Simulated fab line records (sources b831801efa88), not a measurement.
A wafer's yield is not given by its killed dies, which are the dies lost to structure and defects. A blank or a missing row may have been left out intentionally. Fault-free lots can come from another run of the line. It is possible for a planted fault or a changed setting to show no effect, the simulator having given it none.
Problem report in the 8D (eight disciplines) form, filled by code	flow sky130	the parts of the form that need people (team, actions taken, sign-off) are left out

1. THE PROBLEM
Mean of overpolish-run-s at SKY_VIA3_CMP_24: 0.044 s across 4 wafers in 2 lots; on wafers with no fault it is 20.000 s (standard deviation 0.01). That is -99 or more standard deviations from the usual mean.
The step: polishes, stops on SiO2, t overpolish 20 s, target thk 0 nm.
Seen first at day 40 09:17 on cmp-01, wafer L538.5. At this step, 42 wafers from 14 lots have a number in the record. By rule, "out" or "out of limits" means more than 4 standard deviations away from the usual mean. The other wafers with a number count as sound.

2. WHAT IT IS, WHAT IT ISN'T
question	is	is not
which readings at this step	overpolish-run-s, time-to-endpoint-s	head-pressure-psi, motor-current-A
which lots	L538, L539	L535, L537, L549, L550, L551, L552, L553, L554, L555, L556, L557, L558
which wafers of those lots	L538.5, L539.2, L539.5, L539.6	L538.1, L538.4
read on which tools	cmp-01	cmp-02
when	from day 40 09:17	up to then (8 sound wafers); but 30 sound wafers of L549, L550, L551, L552, L553, L554, L555, L556, L557, L558 came after

3. SUSPECTS, AND WHAT RULES EACH OUT
Counting: a tool at a process step up to the reading stays a suspect if it ran every lot that is out. Sound lots after the first of them don't rule it out here, since some wafers of a struck lot are sound.
- cmp-01 at SKY_VIA3_CMP_24 (polishes, stops on SiO2, t overpolish 20 s, target thk 0 nm): kept. It processed each lot that is out (first: L538, day 40 09:17); up to then, its last sound lot is L537 (day 40 06:50). Its own readings are out on those wafers: overpolish-run-s, time-to-endpoint-s.
After counting, what remains is cmp-01 at SKY_VIA3_CMP_24.

4. THE CAUSE (what the simulator had put in)
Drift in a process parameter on cmp-01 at SKY_VIA3_CMP_24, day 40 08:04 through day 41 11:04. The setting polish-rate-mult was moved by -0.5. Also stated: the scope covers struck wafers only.
The count eliminated every tool but this one.

5. THE CHAIN OF EFFECTS, in route order
Rows list readings where the struck wafers' mean (over those with a number) sits beyond 3 standard deviations from the usual. Scope: only readings with a usual standard deviation given in the record; hours: median across lots of the time from each lot's start at the first step in this table that gives one to its start at this step; sigmas: change in usual standard deviations.
hours	step	reading	usual	on struck wafers	change	sigmas
0	SKY_VIA3_CMP_24	overpolish-run-s	20.000 s	0.044	-19.956	-99 or more
0	SKY_VIA3_CMP_24	time-to-endpoint-s	95 s	150	+54	+16
Process steps it contains:
- SKY_VIA3_CMP_24: polishes, stops on SiO2, t overpolish 20 s, target thk 0 nm.

6. WHAT WOULD HAVE CAUGHT IT SOONER
In this record the first reading out of limits was taken at day 40 09:17, 1 hour after the fault began at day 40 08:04.
